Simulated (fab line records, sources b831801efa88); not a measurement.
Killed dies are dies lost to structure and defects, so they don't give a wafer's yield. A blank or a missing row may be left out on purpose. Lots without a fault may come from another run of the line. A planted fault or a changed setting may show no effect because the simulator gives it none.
A struck lot beside a sound one | flow sky130 | 16 steps out of a route of 708
Sound: wafers L311.2, L311.4, L311.6. Struck: wafers L317.3, L317.4, L317.6. The cause comes at the end.
At each step with rows: each side's tool, then ch and its chambers, then its first start. Under that, the readings that differ: sound wafers | struck wafers | difference of the means | sigmas: that difference in standard deviations of wafers without a fault.
alike: readings whose means differ by less than 2 such deviations, and words and numbers that are the same on both sides. not compared: withheld readings, readings that some wafer has no value for, bounds like >300 that may hide the same value, and numbers for which the record gives no deviation and whose values overlap.
The two part at a step that has a row with sigmas, a row that says differs or no value, or rows on one side only. Numbers that don't overlap but have no deviation are shown without sigmas and don't part them. A reading that every wafer of one side lacks parts them only if that side has two wafers or more.

SKY_VIA3_CMP_02: polishes SiO2.
  sound on cmp-01 ch 0,2,3, day 39 08:37; struck on cmp-01 ch 0,1,3, day 41 14:02
  alike: motor_current_A
SKY_VIA3_BOW_MEAS_03:
  sound on film_metro-04, day 39 08:53; struck on film_metro-03, day 41 14:17
  reading       | sound    | struck   | difference | sigmas
  VIA3_BOW (um) | 88 80 89 | 59 60 57 | -27        | -3
then, 8 steps without rows for these wafers: SKY_VIA3_DEHYDRATE_04 (time 60 s); SKY_VIA3_HMDS_05 (prime time 60 s); SKY_VIA3_COAT_06 (resist thk 60 nm); SKY_VIA3_COAT_07 (resist thk 450 nm); SKY_VIA3_SOFTBAKE_08 (time 90 s); SKY_VIA3_EXPOSE_09 (exposes mask VIM3, target cd 200 nm); SKY_VIA3_PEB_10; SKY_VIA3_DEVELOP_11 (develop time 60 s).
SKY_VIA3_CD_MEAS_12: target cd 200 nm.
  sound on cd_sem-02, day 40 09:37; struck on cd_sem-02, day 42 13:42
  alike: cd_nm
SKY_VIA3_OVL_MEAS_13:
  sound on overlay-02, day 40 09:43; struck on overlay-01, day 42 13:47
  reading       | sound     | struck | difference | sigmas
  VIA3_OVL (nm) | -3 -1 -10 | 9 9 9  | +14        | +2
SKY_VIA3_ETCH_14: etches BARC in N2/H2, stops on SiO2, time 45.9 s, target depth 60 nm.
  sound on rie_diel-02 ch 1,2,3, day 40 09:45; struck on rie_diel-01 ch 1,3, day 42 13:49
  reading                                     | sound                | struck               | difference | sigmas
  oes_product_au (a.u.)                       | 0.849 0.856 0.856    | 1.017 1.011 1.017    | +0.161     | +33
  run_length_s (s)                            | 74.0 73.6 73.4       | 63.0 63.5 63.2       | -10.4      | -25
  throttle_valve_pct (%)                      | 13.205 13.231 13.230 | 13.231 13.250 13.243 | +0.019     | +2
  model.KrF-thick_of_VIA3_COAT_07.thk_nm (nm) | 393.2 393 391.3      | 401.8 404.6 403.3    | +10.7      |
  alike: drypump_motor_current_A
  not compared: rf_hours_counter_h
SKY_VIA3_ETCH_15: etches SiO2 in C4F8/O2/Ar, stops on TiN, target depth 507 nm, time 78 s.
  sound on rie_diel-02 ch 1,2,3, day 40 09:47; struck on rie_diel-01 ch 1,3, day 42 13:52
  reading                                     | sound             | struck            | difference | sigmas
  model.KrF-thick_of_VIA3_COAT_07.thk_nm (nm) | 291.8 292.3 288.6 | 298.1 304.2 299.7 | +9.8       |
  alike: oes_product_au, run_length_s
SKY_VIA3_STRIP_16: strips in O2/N2.
  sound on plasma_asher-03 ch 0,1, day 40 09:51; struck on plasma_asher-02 ch 0,1, day 42 13:57
  reading                      | sound          | struck         | difference | sigmas
  strip_time_to_endpoint_s (s) | 4.14 4.14 4.09 | 4.21 4.26 4.22 | +0.11      | +3
  alike: drypump_motor_current_A, oes_product_au
  not compared: rf_hours_counter_h
then, 1 step without rows for these wafers: SKY_VIA3_STRIP_17 (strips in post etch residue remover, time 1200 s).

WHERE THEY PART
First at SKY_VIA3_BOW_MEAS_03; last, within this record, at SKY_VIA3_STRIP_16.

WHY: what the simulator had put in
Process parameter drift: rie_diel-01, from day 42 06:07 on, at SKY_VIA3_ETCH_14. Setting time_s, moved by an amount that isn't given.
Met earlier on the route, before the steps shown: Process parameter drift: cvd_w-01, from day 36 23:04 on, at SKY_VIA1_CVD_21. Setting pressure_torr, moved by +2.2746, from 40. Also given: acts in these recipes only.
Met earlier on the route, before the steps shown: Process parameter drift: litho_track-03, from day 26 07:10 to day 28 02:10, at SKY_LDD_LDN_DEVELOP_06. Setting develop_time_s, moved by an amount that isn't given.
